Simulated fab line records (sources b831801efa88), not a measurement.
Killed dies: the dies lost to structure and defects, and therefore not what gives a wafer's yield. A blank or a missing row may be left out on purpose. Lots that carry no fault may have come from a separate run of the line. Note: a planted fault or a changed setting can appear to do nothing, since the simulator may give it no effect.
Which tool did it? -- flow sky130 -- 12 lots with 36 wafers sampled at 5 steps, on a route of 708 steps

## WHAT THE GAUGES SHOWED, per wafer
The record holds no reading of a measuring or inspecting step that can be judged against a usual standard deviation.

## WHICH TOOL RAN EACH LOT (tool, then ch and the chambers of the sampled wafers, then the start)
lot,SKY_METAL4_ETCH_17,SKY_VIA4_CVD_18,SKY_METAL5_SPUTTER_00,SKY_METAL5_SPUTTER_04,SKY_PAD_OPEN_PROBE_99
L373,"rie-diel-04 ch 0,1,3, day 41 00:07","cvd-w-01 ch 0,1, day 42 01:27","pvd-sputter-01, day 42 02:05","pvd-sputter-01, day 42 02:12","prober-01, day 45 01:41"
L379,"rie-diel-01 ch 0,2,3, day 43 09:29","cvd-w-01 ch 0,1, day 44 11:09","pvd-sputter-03, day 44 11:47","pvd-sputter-03, day 44 11:54","prober-02, day 47 02:34"
L381,"rie-diel-04 ch 1,2, day 43 17:28","cvd-w-01 ch 0,1, day 44 18:57","pvd-sputter-03, day 44 19:35","pvd-sputter-03, day 44 19:42","prober-01, day 47 10:34"
L385,"rie-diel-01 ch 0,1,2, day 44 20:13","cvd-w-01 ch 0,1, day 45 18:58","pvd-sputter-01, day 45 20:46","pvd-sputter-01, day 45 20:53","prober-01, day 48 10:46"
L386,"rie-diel-04 ch 1,3, day 44 21:28","cvd-w-02 ch 0,1, day 45 20:16","pvd-sputter-04, day 45 21:40","pvd-sputter-04, day 45 21:47","prober-02, day 48 11:08"
L389,"rie-diel-03 ch 0,1,3, day 46 04:41","cvd-w-02 ch 0,1, day 47 01:40","pvd-sputter-01, day 47 02:17","pvd-sputter-01, day 47 02:25","prober-02, day 49 13:26"
L388,"rie-diel-01 ch 0,2,3, day 46 07:32","cvd-w-02 ch 0,1, day 47 04:07","pvd-sputter-04, day 47 04:44","pvd-sputter-04, day 47 04:52","prober-01, day 49 14:06"
L390,"rie-diel-01 ch 1,2,3, day 46 15:28","cvd-w-02 ch 0,1, day 47 13:22","pvd-sputter-01, day 47 13:57","pvd-sputter-01, day 47 14:04","prober-02, day 49 22:49"
L392,"rie-diel-01 ch 0,1,2, day 46 20:08","cvd-w-02 ch 0,1, day 47 18:30","pvd-sputter-01, day 47 19:22","pvd-sputter-01, day 47 19:29","prober-01, day 50 04:22"
L391,"rie-diel-03 ch 0,1,2, day 46 20:47","cvd-w-01 ch 1, day 47 18:46","pvd-sputter-01, day 47 19:47","pvd-sputter-01, day 47 19:53","prober-01, day 50 04:40"
L395,"rie-diel-01 ch 0,1, day 47 04:53","cvd-w-01 ch 0,1, day 48 02:16","pvd-sputter-03, day 48 02:54","pvd-sputter-03, day 48 03:01","prober-02, day 50 09:43"
L396,"rie-diel-04 ch 0,1,3, day 47 17:38","cvd-w-01 ch 0,1, day 48 15:21","pvd-sputter-04, day 48 15:59","pvd-sputter-04, day 48 16:06","prober-01, day 50 21:31"
- SKY_METAL4_ETCH_17: etches SiO2 in C4F8/O2/Ar, stops on TiN, time 3.9 s, target depth 15 nm.
- SKY_VIA4_CVD_18: deposits W, target thk 505 nm, time 152.14 s.
- SKY_METAL5_SPUTTER_00: material Ti, target thk 15 nm, time 10 s.
- SKY_METAL5_SPUTTER_04: material TiN, target thk 70 nm, time 58.3 s.
- SKY_PAD_OPEN_PROBE_99

## WHAT THE TOOLS THEMSELVES READ (means of the sampled wafers that have a number; where no wafer has one, the mark that the record gives instead)
SKY_METAL4_ETCH_17. Usual: 0.753 a.u. for oes-product-au, sd 0.0073.
lot,tool,oes-product-au (a.u.),flag
L373,rie-diel-04,0.760,
L379,rie-diel-01,0.750,
L381,rie-diel-04,0.751,
L385,rie-diel-01,0.750,
L386,rie-diel-04,0.750,
L389,rie-diel-03,0.750,
L388,rie-diel-01,0.752,
L390,rie-diel-01,0.760,
L392,rie-diel-01,0.752,
L391,rie-diel-03,0.750,
L395,rie-diel-01,0.755,
L396,rie-diel-04,0.759,

SKY_VIA4_CVD_18. Usual: heater-power-outer-w 499 W, standard deviation 28; heater-power-w 811 W, standard deviation 37.
lot,tool,heater-power-outer-w (W),heater-power-w (W),flag
L373,cvd-w-01,485,773,
L379,cvd-w-01,499,793,
L381,cvd-w-01,482,772,
L385,cvd-w-01,483,770,
L386,cvd-w-02,513,833,
L389,cvd-w-02,514,833,
L388,cvd-w-02,514,827,
L390,cvd-w-02,511,826,
L392,cvd-w-02,498,803,
L391,cvd-w-01,515,832,
L395,cvd-w-01,478,775,
L396,cvd-w-01,488,814,

SKY_METAL5_SPUTTER_00. Usual: chamber-pressure-pa 0.4001 Pa, standard deviation 0.00074; throttle-valve-pct 30.7 %, standard deviation 1.3.
lot,tool,chamber-pressure-pa (Pa),throttle-valve-pct (%),flag
L373,pvd-sputter-01,0.4000,32.1,
L379,pvd-sputter-03,0.4004,30.9,
L381,pvd-sputter-03,0.4004,31.6,
L385,pvd-sputter-01,0.4005,31.3,
L386,pvd-sputter-04,0.4006,30.1,
L389,pvd-sputter-01,0.4003,30.2,
L388,pvd-sputter-04,0.3999,29.8,
L390,pvd-sputter-01,0.4004,30.2,
L392,pvd-sputter-01,0.3998,31.4,
L391,pvd-sputter-01,0.4009,31.2,
L395,pvd-sputter-03,0.3992,31.6,
L396,pvd-sputter-04,0.4000,29.4,

SKY_METAL5_SPUTTER_04. Usual: chamber-pressure-pa 0.4001 Pa, standard deviation 0.00075; throttle-valve-pct 30.7 %, standard deviation 1.3.
lot,tool,chamber-pressure-pa (Pa),throttle-valve-pct (%),flag
L373,pvd-sputter-01,0.4001,32.1,
L379,pvd-sputter-03,0.4054,30.6,OFF
L381,pvd-sputter-03,0.4061,31.2,OFF
L385,pvd-sputter-01,0.3993,31.3,
L386,pvd-sputter-04,0.4004,30.0,
L389,pvd-sputter-01,0.3999,30.2,
L388,pvd-sputter-04,0.3998,29.8,
L390,pvd-sputter-01,0.3992,30.3,
L392,pvd-sputter-01,0.4005,31.3,
L391,pvd-sputter-01,0.3992,31.2,
L395,pvd-sputter-03,0.4005,31.8,
L396,pvd-sputter-04,0.4000,29.4,

SKY_PAD_OPEN_PROBE_99. Usual: defect-limited-yield 82.6 %, standard deviation 1.8; killed_at_M0_to_M3 44, standard deviation 6.5; killed_at_M4_up 3.3, standard deviation 1.9; killed-at-contacts 23, standard deviation 4.7; killed-at-front-end 15, standard deviation 4.5; killed-at-other 0.2, standard deviation 0.52; killed-dies 86, standard deviation 8.9; killed-open 47, standard deviation 6.8; killed-short 39, standard deviation 6.1; sort_bin_3_pad_short 0.8 %, standard deviation 0.44; sort_bin_5_function 10.3 %, standard deviation 1.4; sort_bin_6_memory 6.3 %, standard deviation 1.1; sort-n-pass 406, standard deviation 8.9; sort-yield-pct 82.6 %, standard deviation 1.8.
lot,tool,defect-limited-yield (%),killed_at_M0_to_M3,killed_at_M4_up,killed-at-contacts,killed-at-front-end,killed-at-other,killed-dies,killed-open,killed-short,sort_bin_3_pad_short (%),sort_bin_5_function (%),sort_bin_6_memory (%),sort-n-pass,sort-yield-pct (%),flag
L373,prober-01,82.7,41,2.7,20,20,0.3,85,45,40,1.1,10.4,5.8,407,82.7,
L379,prober-02,81.6,47,3.3,22,18,0.0,91,50,40,0.9,11.5,6.0,401,81.6,
L381,prober-01,83.5,43,2.7,26,9,0.0,81,48,33,0.8,10.2,5.5,411,83.5,
L385,prober-01,83.1,44,2.0,24,12,0.3,83,45,38,1.0,9.5,6.4,409,83.1,
L386,prober-02,82.5,43,2.7,27,14,0.0,86,47,39,0.9,9.7,6.9,406,82.5,
L389,prober-02,81.9,44,3.3,25,17,0.0,89,50,39,0.5,11.6,6.0,403,81.9,
L388,prober-01,83.9,36,4.0,26,13,0.0,79,44,35,0.7,9.5,5.8,413,83.9,
L390,prober-02,81.6,47,3.0,23,18,0.0,91,47,43,1.1,11.0,6.3,401,81.6,
L392,prober-01,80.8,51,2.7,25,15,0.7,94,58,37,1.2,11.8,6.2,398,80.8,
L391,prober-01,81.0,50,3.3,24,15,0.3,93,48,45,0.9,10.4,7.7,399,81.0,
L395,prober-02,83.1,46,2.0,24,11,0.3,83,43,40,0.9,10.3,5.7,409,83.1,
L396,prober-01,83.6,40,4.7,24,10,0.7,80,45,35,0.8,8.9,6.6,412,83.6,

## THE ANSWER, worked out from the rows above alone
Rule: lot off if the mean of its wafers having a number is beyond 3 standard deviations from the usual mean. Also off: a lot with no number at a reading for which 4 or more lots have one. Where the step has rows for the other lots, those lots are counted as sound. First the gauges in route order, then the tools' own readings, where a lot's mean is used as printed above. The first step at which some lot is off is used, and at that step the reading that is off furthest; a lot without a number counts as furthest.
Off: L379, L381, at SKY_METAL5_SPUTTER_04 (chamber-pressure-pa).
A tool fits if, at that step or a process step before it, it ran every lot that is off, and no sound lot after the first of them. No candidate that was tried fits.

## WHAT THE SIMULATOR HAD INSERTED
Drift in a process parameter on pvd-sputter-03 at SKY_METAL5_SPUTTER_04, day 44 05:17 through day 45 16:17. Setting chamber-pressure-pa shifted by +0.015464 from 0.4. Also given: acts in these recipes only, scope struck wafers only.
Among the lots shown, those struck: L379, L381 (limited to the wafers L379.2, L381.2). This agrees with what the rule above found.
